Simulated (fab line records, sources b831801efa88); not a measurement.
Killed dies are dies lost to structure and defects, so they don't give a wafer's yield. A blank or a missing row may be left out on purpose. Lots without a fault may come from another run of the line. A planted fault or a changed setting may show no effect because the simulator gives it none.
One fault seen from 2 desks | flow sky130 | each desk has only its own numbers; what lay behind them comes last

THE METROLOGY DESK
What the gauges read, lot by lot, whatever tool the lot ran on: means of the sampled wafers that have a number. A lot is out of limits, marked OUT, if its mean lies more than 4 standard deviations from the usual mean; the brackets give that distance.
Columns: A = CAPM_CVD_00_THK at SKY_CAPM_THK_MEAS_01, usual 15.51 nm; B = CAPM_OVL at SKY_CAPM_OVL_MEAS_12, usual -0.4 nm
lot  | first seen here | A                | B
L688 | day 36 15:15    | 15.60            | -1.1
L690 | day 37 02:28    | 15.53            | -0.4
L692 | day 39 00:34    | 15.54            | -0.2
L696 | day 39 12:52    | 15.49            | -0.2
L694 | day 39 16:17    | 15.45            | 0.8
L697 | day 39 17:28    | 15.53            | 2.4
L706 | day 42 09:58    | 14.59 (-4.8) OUT | 0.1
L708 | day 42 13:44    | 14.67 (-4.4) OUT | 0.1
L709 | day 42 20:52    | 15.60            | -0.9
L710 | day 42 23:15    | 15.70            | -0.9
This desk's finding: out of limits on L706, L708; first on L706, day 42 09:58 (CAPM_CVD_00_THK at SKY_CAPM_THK_MEAS_01). In limits: L688, L690, L692, L696, L694, L697, L709, L710.

THE TOOL OWNER'S DESK: pecvd-01
The tool's own readings at SKY_CAPM_CVD_00 (deposits SiO2, target thk 15.5 nm): means of the sampled wafers that have a number, for each lot that ran on this tool. A lot is out of limits, marked OUT, if its mean lies more than 4 standard deviations from the usual mean; the brackets give that distance.
Columns: A = heater_power_w at SKY_CAPM_CVD_00, usual 662 W; B = rf_fwd_power_W at SKY_CAPM_CVD_00, usual 442.9 W
lot  | first seen here | A   | B
L688 | day 36 15:13    | 727 | 443.2
L694 | day 39 16:16    | 749 | 443.3
L706 | day 42 09:55    | 790 | 373.5 (-28) OUT
L708 | day 42 13:42    | 753 | 374.0 (-28) OUT
This desk's finding: out of limits on L706, L708; first on L706, day 42 09:55 (rf_fwd_power_W at SKY_CAPM_CVD_00). In limits: L688, L694.

PUT TOGETHER
The tool owner's desk could have raised an alarm at day 42 09:55, on L706, L708.
The metrology desk could have raised an alarm at day 42 09:58, on L706, L708.
Of the lots named, all ran SKY_CAPM_CVD_00 on pecvd-01.

WHAT THE SIMULATOR HAD PUT IN
Process parameter drift: pecvd-01, from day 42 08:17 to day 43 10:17, at SKY_CAPM_CVD_00. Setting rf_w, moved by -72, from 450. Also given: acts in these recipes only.
Lots struck among those shown: L706, L708.
Hours from the fault's start to each desk's first reading out of limits: the tool owner's desk, 2; the metrology desk, 2.
